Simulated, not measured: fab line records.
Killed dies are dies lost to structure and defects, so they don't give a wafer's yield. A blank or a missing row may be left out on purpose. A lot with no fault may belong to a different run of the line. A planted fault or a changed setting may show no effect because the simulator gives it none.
fab line records + flow sky130
record
- lots=6
- wafers=18
- lastDay=50
route steps=708 shown FIELD_ISO@6 PAD_OPEN@708
lots that met no fault: taken from a fault-free run of the same line
startH: hours from the record's first day to the start of the lot's first wafer shown + waitH: hours since the lot's step before + " repeats the value in the row above + L1.1+2: a row that stands for several wafers + - no value, or no start given + * or withheld: withheld + < > ~ a bound
route shown NAME@n: NAME is a module with steps in the file, n the number in the route of the first one + usual: the fault-free wafers' mean and standard deviation + same: alike in all rows + chamber/n: place in a boat + sites: readings site by site + _std_site: standard deviation across them + _edge_site: outer sites' mean less inner sites' + radiusMm: how far each site lies from the wafer's centre + mask NAME#n: copy n + behind: tool/chamber where the wafer was last shaped + hold: cause of the lot's hold/its duration in hours/its outcome + device: names the non-switching transistor (n, p or np) + end of line: the tests these same wafers got at the end of their route + a step with no rows: only its recipe + killed: the dies lost at the first sort to structure and to defects; this is not the yield of the wafer + map: dies across one wafer; x = killed, . = not, _ = none there
set.NAME: the run value of the setting; set.NAME@STEP: its run value at that earlier step + model.NAME: the simulator's own value behind a step, which no gauge read
certain route steps with their lots: each step a table, each wafer a row
services: a tool's chamber out of use, with start hour (startH, from the record's first day; less than 0 if before it), hours out, and reason
## steps
# step SKY_FIELD_ISO_DEHYDRATE_05
# recipe
- tempC=200
- timeS=60
# step SKY_FIELD_ISO_HMDS_06
# recipe
- primeTimeS=60
- primeTempC=120
# step SKY_FIELD_ISO_COAT_07
# recipe
- resist=BARC
- tempC=withheld
- timeS=withheld
- spinRpm=3000
- resistThkNm=60
# step SKY_FIELD_ISO_COAT_08
# recipe
- resist=KrF-thick
- spinRpm=3000
- resistThkNm=450
# step SKY_FIELD_ISO_SOFTBAKE_09
# recipe
- tempC=100
- timeS=90
- resist=KrF-thick
# step SKY_FIELD_ISO_EXPOSE_10
# recipe
- maskId=FOM
- na=0.68
- sourceShape=annular
- sigmaInner=0.4
- sigmaOuter=0.8
- targetCdNm=150
- doseMj=28
# step SKY_FIELD_ISO_PEB_11
# recipe
- pebTempC=withheld
- pebTimeS=withheld
- resist=KrF-thick
# step SKY_FIELD_ISO_DEVELOP_12
# recipe
- developTimeS=60
- resist=KrF-thick
- devTempC=21
# step SKY_FIELD_ISO_CD_MEAS_13
# recipe
- targetCdNm=150
# usual
- cdNm=149.6/1.5
| lot.wafer | tool     | chamber | startH | waitH | cdNm  |
|-----------|----------|---------|--------|-------|-------|
| L172.2    | cdSem-01 | -       | 27.99  | -     | 147.8 |
| L172.4    | "        | -       | "      | "     | 147.8 |
| L172.6    | "        | -       | "      | "     | 149.4 |
| L179.4    | cdSem-01 | -       | 66.24  | -     | 149.3 |
| L179.5    | "        | -       | "      | "     | 151.6 |
| L179.6    | "        | -       | "      | "     | 150.4 |
| L186.2    | cdSem-01 | -       | 102.78 | -     | 150.0 |
| L186.4    | "        | -       | "      | "     | 149.0 |
| L186.6    | "        | -       | "      | "     | 150.1 |
| L187.3    | cdSem-01 | -       | 108.16 | -     | 150.6 |
| L187.5    | "        | -       | "      | "     | 150.2 |
| L187.6    | "        | -       | "      | "     | 149.7 |
| L192.2    | cdSem-01 | -       | 132.25 | -     | 149.0 |
| L192.4    | "        | -       | "      | "     | 149.7 |
| L192.6    | "        | -       | "      | "     | 149.8 |
| L194.1    | cdSem-02 | -       | 145.47 | -     | 149.5 |
| L194.4    | "        | -       | "      | "     | 149.6 |
| L194.6    | "        | -       | "      | "     | 149.3 |
# step SKY_FIELD_ISO_ETCH_14
# recipe
- chemistry=N2/H2
- target=BARC
- ionEnergyEv=200
- sourceW=500
- biasW=100
- pressureMtorr=30
- n2FlowSccm=100
- h2FlowSccm=200
- stopOn=SiO2
- timeS=45.9
- targetDepthA=600
# usual
- drypumpMotorCurrentA=5.7/0.33
- oesProductAu=0.854/0.0052
- runLengthS=74.1/0.43
- throttleValvePct=13.226/0.0088
# same
- timeS=45.9
| lot.wafer | tool       | chamber | startH | waitH | drypumpMotorCurrentA | oesProductAu | rfHoursCounterH | runLengthS | throttleValvePct |
|-----------|------------|---------|--------|-------|----------------------|--------------|-----------------|------------|------------------|
| L172.2    | rieDiel-01 | 1       | 28.09  | 0.1   | 5.9                  | 0.859        | 74              | 74.4       | 13.233           |
| L172.4    | "          | 2       | "      | "     | 5.8                  | 0.848        | 13              | 73.3       | 13.231           |
| L172.6    | "          | 1       | "      | "     | 5.9                  | 0.862        | -               | 74.5       | 13.238           |
| L179.4    | rieDiel-04 | 1       | 66.30  | 0.0   | 5.2                  | 0.850        | 4               | 74.9       | 13.215           |
| L179.5    | "          | 0       | "      | "     | 5.5                  | 0.856        | -               | 73.9       | 13.226           |
| L179.6    | "          | 3       | "      | "     | 5.9                  | 0.853        | -               | 73.6       | 13.225           |
| L186.2    | rieDiel-02 | 2       | 102.88 | 0.1   | 5.3                  | 0.855        | 105             | 73.9       | 13.223           |
| L186.4    | "          | 1       | "      | "     | 6.1                  | 0.856        | 157             | 73.6       | 13.233           |
| L186.6    | "          | 3       | "      | "     | 5.6                  | 0.858        | -               | 74.3       | 13.209           |
| L187.3    | rieDiel-02 | 1       | 108.24 | 0.1   | 6.1                  | 0.855        | 157             | 73.8       | 13.225           |
| L187.5    | "          | 3       | "      | "     | 5.6                  | 0.860        | -               | 74.8       | 13.235           |
| L187.6    | "          | 2       | "      | "     | 5.3                  | 0.871        | -               | 73.9       | 13.223           |
| L192.2    | rieDiel-02 | 3       | 132.35 | 0.1   | 5.6                  | 0.852        | 73              | 74.4       | 13.234           |
| L192.4    | "          | 3       | "      | "     | 5.5                  | 0.855        | -               | 74.6       | 13.233           |
| L192.6    | "          | 2       | "      | "     | 5.2                  | 0.857        | -               | 74.1       | 13.223           |
| L194.1    | rieDiel-01 | 3       | 145.59 | 0.1   | 5.3                  | 0.859        | 1               | 73.4       | 13.219           |
| L194.4    | "          | 0       | "      | "     | 5.5                  | 0.848        | 148             | 74.3       | 13.235           |
| L194.6    | "          | 0       | "      | "     | 5.5                  | 0.851        | -               | 74.0       | 13.205           |
# step SKY_FIELD_ISO_ETCH_15
# recipe
- chemistry=CHF3/O2
- targetDepthNm=180
- stopOn=Si
- sourceW=600
- biasW=200
- pressureMtorr=40
- chf3FlowSccm=50
- O2_flow_sccm=5
- timeS=72
# usual
- O2_flow_sccm=4.999/0.016
- drypumpMotorCurrentA=5.7/0.34
- oesProductAu=0.944/0.0059
- runLengthS=100.3/0.45
- throttleValvePct=8.843/0.0089
# same
- timeS=72
| lot.wafer | tool       | chamber | startH | waitH | O2_flow_sccm | drypumpMotorCurrentA | oesProductAu | rfHoursCounterH | runLengthS | throttleValvePct |
|-----------|------------|---------|--------|-------|--------------|----------------------|--------------|-----------------|------------|------------------|
| L172.2    | rieDiel-01 | 1       | 28.13  | 0.0   | 4.977        | 5.9                  | 0.949        | 74              | 100.4      | 8.856            |
| L172.4    | "          | 2       | "      | "     | 4.995        | 5.8                  | 0.946        | 13              | 99.6       | 8.841            |
| L172.6    | "          | 1       | "      | "     | 4.989        | 5.9                  | 0.947        | -               | 101.1      | 8.847            |
| L179.4    | rieDiel-04 | 1       | 66.34  | 0.0   | 5.004        | 5.2                  | 0.950        | 4               | 100.3      | 8.854            |
| L179.5    | "          | 0       | "      | "     | 5.018        | 5.5                  | 0.944        | -               | 100.2      | 8.845            |
| L179.6    | "          | 3       | "      | "     | 4.997        | 5.9                  | 0.941        | -               | 99.6       | 8.838            |
| L186.2    | rieDiel-02 | 2       | 102.92 | 0.0   | 5.019        | 5.3                  | 0.933        | 105             | 100.0      | 8.846            |
| L186.4    | "          | 1       | "      | "     | 5.020        | 6.1                  | 0.935        | 157             | 99.8       | 8.851            |
| L186.6    | "          | 3       | "      | "     | 5.002        | 5.6                  | 0.934        | -               | 100.9      | 8.842            |
| L187.3    | rieDiel-02 | 1       | 108.28 | 0.0   | 4.991        | 6.1                  | 0.942        | 157             | 99.7       | 8.853            |
| L187.5    | "          | 3       | "      | "     | 4.997        | 5.6                  | 0.953        | -               | 100.6      | 8.849            |
| L187.6    | "          | 2       | "      | "     | 4.996        | 5.3                  | 0.933        | -               | 100.3      | 8.843            |
| L192.2    | rieDiel-02 | 3       | 132.39 | 0.0   | 5.004        | 5.5                  | 0.951        | 73              | 100.4      | 8.855            |
| L192.4    | "          | 3       | "      | "     | 4.990        | 5.6                  | 0.935        | -               | 100.7      | 8.839            |
| L192.6    | "          | 2       | "      | "     | 5.029        | 5.3                  | 0.939        | -               | 100.0      | 8.830            |
| L194.1    | rieDiel-01 | 3       | 145.63 | 0.0   | 5.008        | 5.3                  | 0.953        | 1               | 99.5       | 8.837            |
| L194.4    | "          | 0       | "      | "     | 4.968        | 5.6                  | 0.942        | 148             | 100.2      | 8.829            |
| L194.6    | "          | 0       | "      | "     | 4.981        | 5.5                  | 0.944        | -               | 100.0      | 8.853            |
# step SKY_FIELD_ISO_STRIP_16
# recipe
- chemistry=O2/N2
- powerW=1400
- pressureMtorr=1500
- platenTempC=withheld
- o2FlowSccm=3000
- n2FlowSccm=300
- overashFraction=0.5
# usual
- drypumpMotorCurrentA=5.5/0.35
- oesProductAu=0.378/0.0053
- stripTimeToEndpointS=3.55/0.038
| lot.wafer | tool           | chamber | startH | waitH | drypumpMotorCurrentA | oesProductAu | rfHoursCounterH | stripTimeToEndpointS |
|-----------|----------------|---------|--------|-------|----------------------|--------------|-----------------|----------------------|
| L172.2    | plasmaAsher-04 | 1       | 28.19  | 0.0   | 5.5                  | 0.364        | 31              | 3.45                 |
| L172.4    | "              | 0       | "      | "     | 6.0                  | 0.379        | -               | 3.51                 |
| L172.6    | "              | 1       | "      | "     | 5.5                  | 0.373        | -               | 3.47                 |
| L179.4    | plasmaAsher-04 | 0       | 66.43  | 0.1   | 6.0                  | 0.368        | -               | 3.52                 |
| L179.5    | "              | 1       | "      | "     | 5.5                  | 0.373        | -               | 3.57                 |
| L179.6    | "              | 0       | "      | "     | 6.0                  | 0.385        | -               | 3.50                 |
| L186.2    | plasmaAsher-01 | 1       | 102.98 | 0.0   | 5.8                  | 0.384        | 44              | 3.60                 |
| L186.4    | "              | 1       | "      | "     | 5.8                  | 0.387        | -               | 3.63                 |
| L186.6    | "              | 1       | "      | "     | 5.8                  | 0.385        | -               | 3.59                 |
| L187.3    | plasmaAsher-01 | 0       | 108.37 | 0.1   | 5.4                  | 0.374        | -               | 3.60                 |
| L187.5    | "              | 0       | "      | "     | 5.4                  | 0.384        | -               | 3.59                 |
| L187.6    | "              | 1       | "      | "     | 5.8                  | 0.373        | -               | 3.58                 |
| L192.2    | plasmaAsher-03 | 0       | 132.45 | 0.0   | 5.0                  | 0.374        | 30              | 3.56                 |
| L192.4    | "              | 1       | "      | "     | 5.1                  | 0.378        | -               | 3.53                 |
| L192.6    | "              | 1       | "      | "     | 5.1                  | 0.385        | -               | 3.56                 |
| L194.1    | plasmaAsher-01 | 0       | 145.69 | 0.0   | 5.5                  | 0.380        | 48              | 3.52                 |
| L194.4    | "              | 0       | "      | "     | 5.5                  | 0.391        | -               | 3.54                 |
| L194.6    | "              | 0       | "      | "     | 5.4                  | 0.370        | -               | 3.51                 |
# step SKY_FIELD_ISO_ETCH_17
# recipe
- targetDepthA=3420
- maskMaterial=Si3N4
- chemistry=HBr/Cl2/O2
- target=Si
- taperDeg=5
- icpW=600
- biasW=150
- pressureMtorr=15
- HBr_flow_sccm=150
- Cl2_flow_sccm=40
- O2_flow_sccm=6
- timeS=97.7
# usual
- O2_flow_sccm=5.999/0.018
- drypumpMotorCurrentA=5.8/0.57
- oesProductAu=0.993/0.014
- runLengthS=125.8/0.37
- throttleValvePct=25.660/0.013
| lot.wafer | tool     | chamber | startH | waitH | O2_flow_sccm | drypumpMotorCurrentA | oesProductAu | rfHoursCounterH | runLengthS | throttleValvePct | model.FIELD_ISO.featureDepthNm | model.etch.depthNm |
|-----------|----------|---------|--------|-------|--------------|----------------------|--------------|-----------------|------------|------------------|--------------------------------|--------------------|
| L172.2    | rieSi-01 | 1       | 28.29  | 0.1   | 6.013        | 5.7                  | 0.998        | 111             | 125.5      | 25.666           | 340.1                          | 340.1              |
| L172.4    | "        | 2       | "      | "     | 6.002        | 5.4                  | 0.977        | 110             | 126.1      | 25.665           | 327.4                          | 327.4              |
| L172.6    | "        | 0       | "      | "     | 5.995        | 5.5                  | 0.973        | -               | 125.8      | 25.669           | 327.1                          | 327.1              |
| L179.4    | rieSi-02 | 0       | 66.50  | 0.0   | 6.001        | 6.5                  | 0.980        | 44              | 126.2      | 25.678           | 330.2                          | 330.2              |
| L179.5    | "        | 0       | "      | "     | 5.996        | 6.5                  | 0.993        | -               | 125.3      | 25.665           | 334.5                          | 334.5              |
| L179.6    | "        | 3       | "      | "     | 5.976        | 6.4                  | 1.013        | -               | 126.3      | 25.644           | 351.3                          | 351.3              |
| L186.2    | rieSi-02 | 0       | 103.08 | 0.1   | 5.991        | 6.5                  | 0.988        | 45              | 125.8      | 25.659           | 336                            | 336                |
| L186.4    | "        | 3       | "      | "     | 5.986        | 6.4                  | 1.009        | 3               | 129.2      | 25.651           | 363.1                          | 363.1              |
| L186.6    | "        | 0       | "      | "     | 6.002        | 6.5                  | 0.991        | -               | 125.4      | 25.669           | 336.5                          | 336.5              |
| L187.3    | rieSi-02 | 3       | 108.44 | 0.0   | 6.014        | 6.4                  | 1.020        | 3               | 129.5      | 25.624           | 364.4                          | 364.4              |
| L187.5    | "        | 0       | "      | "     | 5.989        | 6.5                  | 0.981        | -               | 125.8      | 25.648           | 333.9                          | 333.9              |
| L187.6    | "        | 1       | "      | "     | 6.011        | 6.4                  | 0.989        | -               | 126.4      | 25.661           | 336.3                          | 336.3              |
| L192.2    | rieSi-01 | 1       | 132.55 | 0.1   | 5.990        | 5.7                  | 0.990        | 112             | 125.7      | 25.662           | 337.2                          | 337.2              |
| L192.4    | "        | 2       | "      | "     | 5.996        | 5.4                  | 0.973        | 111             | 125.8      | 25.686           | 327.4                          | 327.4              |
| L192.6    | "        | 2       | "      | "     | 5.976        | 5.4                  | 0.975        | -               | 126.4      | 25.666           | 331.1                          | 331.1              |
| L194.1    | rieSi-01 | 3       | 145.79 | 0.1   | 5.981        | 5.1                  | 1.012        | 132             | 125.6      | 25.657           | 346.8                          | 346.8              |
| L194.4    | "        | 2       | "      | "     | 5.978        | 5.4                  | 0.984        | 111             | 126.0      | 25.661           | 335                            | 335                |
| L194.6    | "        | 3       | "      | "     | 5.995        | 5.1                  | 1.007        | -               | 125.7      | 25.649           | 347.1                          | 347.1              |
# step SKY_FIELD_ISO_WET_ETCH_18
# recipe
- chemistry=H3PO4
- targetDepthNm=25
- tempC=160
- target=Si3N4
- timeS=286
# step SKY_PAD_OPEN_PROBE_99
# usual
- killed_at_M0_to_M3=44/7.5
- killed_at_M4_up=3.2/1.9
- killedAtContacts=23/4.7
- killedAtFrontEnd=15/4.7
- killedAtOther=0.4/0.66
- killedDies=87/9.3
- killedOpen=47/7.2
- killedShort=39/6.5
# same
- grossDies=492
- killedAtBackSide=0
| lot.wafer | tool      | chamber | startH  | waitH | killed_at_M0_to_M3 | killed_at_M4_up | killedAtContacts | killedAtFrontEnd | killedAtOther | killedDies | killedOpen | killedShort | model.etest.res_p_drift_20v.lineOhmUm |
|-----------|-----------|---------|---------|-------|--------------------|-----------------|------------------|------------------|---------------|------------|------------|-------------|---------------------------------------|
| L172.2    | prober-02 | -       | 1074.95 | 0.1   | 26                 | 4               | 25               | 16               | 0             | 71         | 43         | 28          | 1.127e+04                             |
| L172.4    | prober-02 | -       | 1075.05 | 0.2   | 45                 | 4               | 18               | 16               | 0             | 83         | 43         | 40          | 1.049e+04                             |
| L172.6    | prober-02 | -       | 1075.15 | 0.2   | 43                 | 3               | 17               | 15               | 0             | 78         | 34         | 44          | 1.051e+04                             |
| L179.4    | prober-01 | -       | 1116.04 | 0.2   | 38                 | 3               | 20               | 12               | 0             | 73         | 44         | 29          | 1.082e+04                             |
| L179.5    | prober-01 | -       | 1116.09 | 0.2   | 49                 | 4               | 13               | 12               | 0             | 78         | 33         | 45          | 1.068e+04                             |
| L179.6    | prober-01 | -       | 1116.14 | 0.2   | 50                 | 1               | 22               | 12               | 0             | 85         | 48         | 37          | 1.2e+04                               |
| L186.2    | prober-02 | -       | 1154.85 | 0.1   | 54                 | 2               | 21               | 18               | 1             | 96         | 48         | 48          | 1.131e+04                             |
| L186.4    | prober-02 | -       | 1154.95 | 0.2   | 47                 | 2               | 19               | 24               | 0             | 92         | 59         | 32          | 1.349e+04                             |
| L186.6    | prober-02 | -       | 1155.05 | 0.2   | 66                 | 0               | 26               | 14               | 1             | 107        | 59         | 48          | 1.119e+04                             |
| L187.3    | prober-01 | -       | 1164.08 | 0.2   | 48                 | 3               | 31               | 12               | 0             | 94         | 57         | 37          | 1.317e+04                             |
| L187.5    | prober-01 | -       | 1164.18 | 0.2   | 47                 | 2               | 18               | 10               | 0             | 77         | 48         | 29          | 1.092e+04                             |
| L187.6    | prober-01 | -       | 1164.23 | 0.2   | 51                 | 0               | 28               | 10               | 1             | 90         | 48         | 38          | 1.083e+04                             |
| L192.2    | prober-02 | -       | 1190.00 | 0.1   | 45                 | 1               | 25               | 9                | 0             | 80         | 42         | 37          | 1.188e+04                             |
| L192.4    | prober-02 | -       | 1190.10 | 0.2   | 38                 | 5               | 24               | 12               | 0             | 79         | 42         | 37          | 1.08e+04                              |
| L192.6    | prober-02 | -       | 1190.20 | 0.2   | 44                 | 1               | 24               | 15               | 0             | 84         | 48         | 36          | 1.126e+04                             |
| L194.1    | prober-01 | -       | 1201.19 | 0.1   | 25                 | 4               | 15               | 22               | 0             | 66         | 40         | 26          | 1.12e+04                              |
| L194.4    | prober-01 | -       | 1201.34 | 0.2   | 38                 | 4               | 10               | 16               | 0             | 68         | 32         | 36          | 1.046e+04                             |
| L194.6    | prober-01 | -       | 1201.44 | 0.2   | 34                 | 7               | 26               | 18               | 0             | 85         | 51         | 34          | 1.146e+04                             |
# killed by level:class
L172.2 LI_CONTACT:geometricParticle:open=13 CONTACT:geometricParticle:open=7 VIA1:geometricParticle:open=6 POLY_GATE:geometricParticle:short=5 VIA3:geometricParticle:open=5 FIELD_ISO:geometricParticle:open=4 METAL2:geometricParticle:short=4 FIELD_ISO:geometricParticle:short=3
L172.4 VIA2:geometricParticle:open=11 POLY_GATE:geometricParticle:short=8 LI_CONTACT:geometricParticle:open=7 CONTACT:geometricParticle:open=7 VIA1:geometricParticle:open=7 METAL1:geometricParticle:short=5 METAL2:geometricParticle:short=4 VIA3:geometricParticle:short=4
L172.6 VIA3:geometricParticle:open=8 LI_CONTACT:geometricParticle:open=6 VIA1:geometricParticle:short=6 VIA2:geometricParticle:open=6 VIA3:geometricParticle:short=6 POLY_GATE:geometricParticle:short=5 METAL1:geometricParticle:short=5 LI_CONTACT:geometricParticle:short=4
L179.4 VIA1:geometricParticle:open=11 VIA2:geometricParticle:open=8 LI_CONTACT:geometricParticle:open=6 CONTACT:geometricParticle:open=6 FIELD_ISO:geometricParticle:open=5 VIA2:geometricParticle:short=4 SPACER:geometricParticle:short=3 LI_CONTACT:geometricParticle:short=3
L179.5 VIA1:geometricParticle:open=14 METAL2:geometricParticle:short=8 METAL1:geometricParticle:short=7 VIA2:geometricParticle:open=7 LOCAL_INTERCONNECT:geometricParticle:short=5 VIA1:geometricParticle:short=5 METAL4:geometricParticle:short=4 LI_CONTACT:geometricParticle:open=4
L179.6 VIA1:geometricParticle:open=13 CONTACT:geometricParticle:open=10 VIA2:geometricParticle:open=9 METAL2:geometricParticle:short=6 CONTACT:geometricParticle:short=5 METAL1:geometricParticle:short=4 METAL1:geometricParticle:open=4 VIA1:geometricParticle:short=4
L186.2 CONTACT:geometricParticle:open=11 VIA1:geometricParticle:open=11 METAL2:geometricParticle:short=9 METAL1:geometricParticle:short=8 VIA1:geometricParticle:short=7 FIELD_ISO:geometricParticle:short=6 VIA2:geometricParticle:open=6 POLY_GATE:geometricParticle:short=4
L186.4 VIA1:geometricParticle:open=10 POLY_GATE:geometricParticle:open=8 VIA3:geometricParticle:open=8 LI_CONTACT:geometricParticle:open=7 METAL1:geometricParticle:short=7 VIA2:geometricParticle:open=6 FIELD_ISO:geometricParticle:open=5 CONTACT:geometricParticle:open=4
L186.6 VIA2:geometricParticle:open=14 VIA1:geometricParticle:open=13 CONTACT:geometricParticle:open=12 METAL1:geometricParticle:short=10 METAL2:geometricParticle:short=9 VIA3:geometricParticle:short=6 POLY_GATE:geometricParticle:short=6 LI_CONTACT:geometricParticle:open=5
L187.3 CONTACT:geometricParticle:open=12 LI_CONTACT:geometricParticle:open=11 VIA1:geometricParticle:open=10 VIA2:geometricParticle:open=9 VIA3:geometricParticle:open=7 METAL2:geometricParticle:short=6 FIELD_ISO:geometricParticle:short=4 CONTACT:geometricParticle:short=4
L187.5 VIA1:geometricParticle:open=11 CONTACT:geometricParticle:open=7 LI_CONTACT:geometricParticle:open=6 VIA3:geometricParticle:open=6 VIA2:geometricParticle:open=5 FIELD_ISO:geometricParticle:open=4 VIA3:geometricParticle:short=4 METAL3:geometricParticle:short=4
L187.6 VIA1:geometricParticle:open=17 LI_CONTACT:geometricParticle:open=7 CONTACT:geometricParticle:open=7 VIA2:geometricParticle:open=7 CONTACT:geometricParticle:short=6 LI_CONTACT:geometricParticle:short=5 VIA1:geometricParticle:short=5 METAL2:geometricParticle:short=5
L192.2 VIA1:geometricParticle:open=11 CONTACT:geometricParticle:open=9 METAL2:geometricParticle:short=8 VIA2:geometricParticle:open=7 LOCAL_INTERCONNECT:geometricParticle:short=5 VIA1:geometricParticle:short=5 CONTACT:geometricParticle:short=5 LI_CONTACT:geometricParticle:open=4
L192.4 VIA3:geometricParticle:open=9 CONTACT:geometricParticle:open=7 METAL2:geometricParticle:short=7 LOCAL_INTERCONNECT:geometricParticle:short=6 LI_CONTACT:geometricParticle:open=4 CONTACT:geometricParticle:short=4 VIA2:geometricParticle:short=4 METAL4:geometricParticle:short=4
L192.6 CONTACT:geometricParticle:open=12 VIA3:geometricParticle:open=9 VIA2:geometricParticle:open=7 LI_CONTACT:geometricParticle:open=6 VIA1:geometricParticle:short=5 FIELD_ISO:geometricParticle:short=4 POLY_GATE:geometricParticle:short=4 METAL1:geometricParticle:short=4
L194.1 VIA1:geometricParticle:open=9 POLY_GATE:geometricParticle:short=8 LI_CONTACT:geometricParticle:open=6 POLY_GATE:geometricParticle:open=5 SPACER:geometricParticle:short=3 POLY_CUT:geometricParticle:open=3 METAL4:geometricParticle:short=3 CONTACT:geometricParticle:short=3
L194.4 METAL2:geometricParticle:short=8 VIA2:geometricParticle:open=6 VIA1:geometricParticle:open=6 FIELD_ISO:geometricParticle:short=5 FIELD_ISO:geometricParticle:open=5 CONTACT:geometricParticle:open=4 VIA3:geometricParticle:open=4 LI_CONTACT:geometricParticle:open=3
L194.6 CONTACT:geometricParticle:open=13 METAL2:geometricParticle:short=10 VIA1:geometricParticle:open=7 LI_CONTACT:geometricParticle:open=6 VIA2:geometricParticle:open=6 FIELD_ISO:geometricParticle:open=5 POLY_GATE:geometricParticle:open=5 POLY_GATE:geometricParticle:short=4
## services
| tool           | chamber | startH | hours | kind          |
|----------------|---------|--------|-------|---------------|
| rieDiel-04     | -       | 26.36  | 2.8   | pm            |
| plasmaAsher-03 | -       | 32.41  | 6.9   | repair        |
| rieDiel-02     | -       | 38.45  | 0.6   | repair        |
| rieSi-01       | 3       | 51.35  | 16.0  | repair        |
| rieDiel-04     | 2       | 52.34  | 5.3   | repair        |
| rieDiel-02     | -       | 57.19  | 2.8   | pm            |
| plasmaAsher-03 | -       | 62.47  | 7.7   | repair        |
| rieDiel-02     | -       | 65.11  | 15.6  | pm            |
| rieDiel-01     | 3       | 66.76  | -     | clean         |
| rieDiel-01     | 3       | 66.76  | 13.1  | scheduledDown |
| rieDiel-01     | 3       | 66.76  | 13.1  | ventCycle     |
| rieSi-01       | -       | 69.23  | 14.6  | pm            |
| plasmaAsher-03 | -       | 93.07  | 11.2  | repair        |
| plasmaAsher-01 | -       | 118.79 | 2.6   | repair        |
| rieSi-02       | 2       | 121.77 | -     | clean         |
| rieSi-02       | 2       | 121.77 | 26.2  | scheduledDown |
| rieSi-02       | 2       | 121.77 | 26.2  | ventCycle     |
| plasmaAsher-03 | -       | 123.14 | 0.8   | repair        |
| rieSi-02       | -       | 131.38 | 4.3   | pm            |
| rieDiel-02     | 1       | 131.70 | -     | clean         |
| rieDiel-02     | 1       | 131.70 | 12.9  | scheduledDown |
| rieDiel-02     | 1       | 131.70 | 12.9  | ventCycle     |
| rieDiel-04     | -       | 134.78 | 0.1   | repair        |
## key
firstSign
- step=SKY_FIELD_ISO_ETCH_17
- reading=runLengthS
- direction=up
- sigmas=9.5
- usual=*
- struck=*
effect none on later readings
modelEffect
- step=SKY_FIELD_ISO_ETCH_17
- value=FIELD_ISO.featureDepthNm
- without=351.3
- struck=363.8
modelEffect
- step=SKY_PAD_OPEN_PROBE_99
- value=etest.res_p_drift_20v.lineOhmUm
- without=1.216e+04
- struck=1.333e+04
metAt SKY_FIELD_ISO_ETCH_17
struckWafers L186.4,L187.3
testerLeftOut L186,L187
onsetBetween 66.50 103.08
fault
- kind=processParameterDrift
- tool=rieSi-02
- chamber=-
- onsetH=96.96
- steps=SKY_FIELD_ISO_ETCH_17
- channel=timeS
- offset=*
- shape=step
- endH=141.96
- scope=struckWafersOnly
- actsIn=*
- stated=*
# testerLeftOut: of these lots the tester's yield and bins aren't shown, on N5 and GAA mostly nor the transistor test; their killed dies are dies lost to structure and defects alone, not to doping, threshold or leakage, so they don't give the yield
